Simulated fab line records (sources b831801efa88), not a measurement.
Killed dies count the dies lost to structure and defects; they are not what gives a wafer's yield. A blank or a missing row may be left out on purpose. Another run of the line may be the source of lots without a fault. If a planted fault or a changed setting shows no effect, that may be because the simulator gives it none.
fab line records	flow sfq_line
[record] lots = 14	wafers = 42	last_day = 91
route steps=325 shown I7@307
lots with no fault: from the same line, run without faults
start_h: hours from the record's opening day to when the first of the lot's shown wafers began	wait_h: hours since the lot's step before	" as in the row above	L1.1+2: a single row standing in for several wafers	- no value, or no start given	* or withheld: withheld	< > ~ a bound
route shown NAME@n: names a module that has steps shown in the file, with the first one's number in the route	usual: mean/standard deviation of fault-free wafers	same: alike in all rows	chamber/n: place in a boat	sites: readings site by site	_std_site: standard deviation of those values	_edge_site: outer sites' mean less inner sites'	radius_mm: for every site, how far away it sits from the centre of the wafer	mask NAME#n: copy n	behind: the most recent tool/chamber to have shaped the wafer	hold: cause of the lot's hold/its duration in hours/its outcome	device: which transistor (n, p or np) failed to switch	end of line: at the end of the route, the tests of the same wafers	a step with no rows: only its recipe	killed: count of dies lost to structure and defects at first sort (not the wafer's yield)	map: per-die view of a wafer (x killed, . not killed, _ where there is no die)
set.NAME: the run value of the setting; set.NAME@STEP: its run value at that earlier step	model.NAME: the simulator's own value behind a step, which no gauge read
one table for each step of the route and one row for each wafer, over a sample of lots
services: when a tool's chamber went out of use (start_h, in hours from the record's first day, below 0 if earlier), for how many hours, and the reason
[[steps]]
[step SFQ_TRILAYER_I7_VIA_BARC_OPEN_VIA_ETCH_260]
[recipe] mask_material = PR	chemistry = O2	target_depth_nm = 125	target = BARC	source_w = 500	bias_w = 80	pressure_mtorr = 30	time_s = 41.7
[usual] drypump_motor_current_A = 5.6/0.49	oes_product_au = 0.684/0.0049	run_length_s = 70.0/0.44
lot.wafer	tool	chamber	start_h	wait_h	drypump_motor_current_A	oes_product_au	rf_hours_counter_h	run_length_s
L409.1	rie_diel-02	2	1878.65	0.0	5.7	0.691	2	70.5
L409.2	"	1	"	"	5.4	0.686	14	70.4
L409.6	"	3	"	"	6.4	0.689	-	70.0
L412.2	rie_diel-02	2	1897.85	0.0	5.7	0.673	2	69.8
L412.5	"	3	"	"	6.4	0.679	-	70.2
L412.6	"	2	"	"	5.7	0.681	-	70.2
L415.2	rie_diel-03	0	1917.05	0.0	4.8	0.688	5	70.0
L415.3	"	1	"	"	5.6	0.688	5	70.1
L415.5	"	0	"	"	4.8	0.687	-	70.4
L416.2	rie_diel-02	1	1918.25	0.0	5.4	0.683	15	70.7
L416.3	"	2	"	"	5.7	0.675	2	70.2
L416.4	"	2	"	"	5.7	0.698	-	68.5
L418.1	rie_diel-02	3	1921.85	0.0	6.4	0.696	6	68.3
L418.2	"	2	"	"	5.7	0.675	3	69.8
L418.6	"	1	"	"	5.4	0.669	-	70.5
L422.3	rie_diel-03	2	2127.21	0.0	5.7	0.683	1	70.6
L422.5	"	1	"	"	5.6	0.676	-	69.8
L422.6	"	0	"	"	4.9	0.682	-	69.9
L423.1	rie_diel-01	3	2132.01	0.0	5.9	0.688	3	70.2
L423.2	"	1	"	"	4.9	0.684	17	69.9
L423.4	"	2	"	"	5.8	0.682	15	69.6
L424.1	rie_diel-02	1	2133.21	0.0	5.4	0.686	16	70.8
L424.3	"	0	"	"	5.8	0.691	1	70.0
L424.4	"	2	"	"	5.7	0.687	4	70.3
L425.1	rie_diel-03	1	2139.21	0.0	5.6	0.681	7	69.7
L425.4	"	3	"	"	4.9	0.688	5	69.0
L425.6	"	3	"	"	4.9	0.678	-	69.1
L426.1	rie_diel-01	2	2144.13	0.0	5.8	0.688	15	69.7
L426.3	"	1	"	"	4.9	0.690	17	69.7
L426.6	"	3	"	"	5.8	0.678	-	70.1
L427.1	rie_diel-03	0	2145.33	0.0	4.8	0.683	7	69.9
L427.3	"	1	"	"	5.6	0.683	7	69.6
L427.6	"	3	"	"	4.9	0.686	-	69.1
L429.2	rie_diel-02	2	2160.93	0.0	5.7	0.684	4	70.0
L429.3	"	3	"	"	6.4	0.687	8	69.9
L429.5	"	2	"	"	5.7	0.685	-	69.9
L430.2	rie_diel-01	1	2174.25	0.0	4.9	0.684	18	69.9
L430.3	"	3	"	"	5.8	0.679	4	70.0
L430.6	"	0	"	"	6.4	0.690	-	69.8
L431.1	rie_diel-02	0	2176.65	0.0	5.8	0.689	2	70.1
L431.2	"	1	"	"	5.4	0.686	17	70.6
L431.6	"	2	"	"	5.7	0.688	-	70.5
[[services]]
tool	chamber	start_h	hours	kind
rie_diel-03	3	1858.37	12.4	repair
rie_diel-01	3	1862.35	22.7	repair
rie_diel-03	-	1899.72	2.8	pm
rie_diel-02	0	1912.68	-	clean
rie_diel-02	0	1912.68	17.8	scheduled_down
rie_diel-02	0	1912.68	17.8	vent_cycle
rie_diel-03	3	1924.01	4.1	repair
rie_diel-03	-	1982.10	0.2	repair
rie_diel-03	1	1985.32	2.6	repair
rie_diel-01	3	2003.72	13.2	repair
rie_diel-03	2	2004.41	-	clean
rie_diel-02	3	2013.26	10.6	repair
rie_diel-01	-	2021.48	10.6	repair
rie_diel-02	2	2023.74	7.0	repair
rie_diel-02	0	2026.41	7.5	repair
rie_diel-03	-	2035.35	0.4	repair
rie_diel-02	1	2065.70	21.8	repair
rie_diel-03	3	2069.21	7.3	repair
rie_diel-01	-	2073.90	0.8	repair
rie_diel-02	2	2095.07	12.6	repair
rie_diel-02	3	2125.73	6.1	repair
rie_diel-01	-	2139.51	0.6	repair
rie_diel-01	0	2143.36	14.7	repair
rie_diel-03	3	2159.55	16.7	repair
[[key]]
[first_sign] step = SFQ_TRILAYER_I7_VIA_BARC_OPEN_VIA_ETCH_260	reading = run_length_s	direction = down	sigmas = 3.6	usual = *	struck = *
[effect] step = SFQ_TRILAYER_I7_VIA_BARC_OPEN_VIA_ETCH_260	reading = oes_product_au	direction = up	sigmas = 2.7	usual = 0.684	struck = 0.697
met_at SFQ_TRILAYER_I7_VIA_BARC_OPEN_VIA_ETCH_260
struck_lots L416,L418
struck_wafers L416.4,L418.1
onset_between 1897.85 1918.25
[fault] kind = process_parameter_drift	tool = rie_diel-02	chamber = -	onset_h = 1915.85	steps = SFQ_TRILAYER_I7_VIA_BARC_OPEN_VIA_ETCH_260	channel = time_s	offset = *	shape = step	end_h = 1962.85	scope = struck_wafers_only	acts_in = *	stated = *
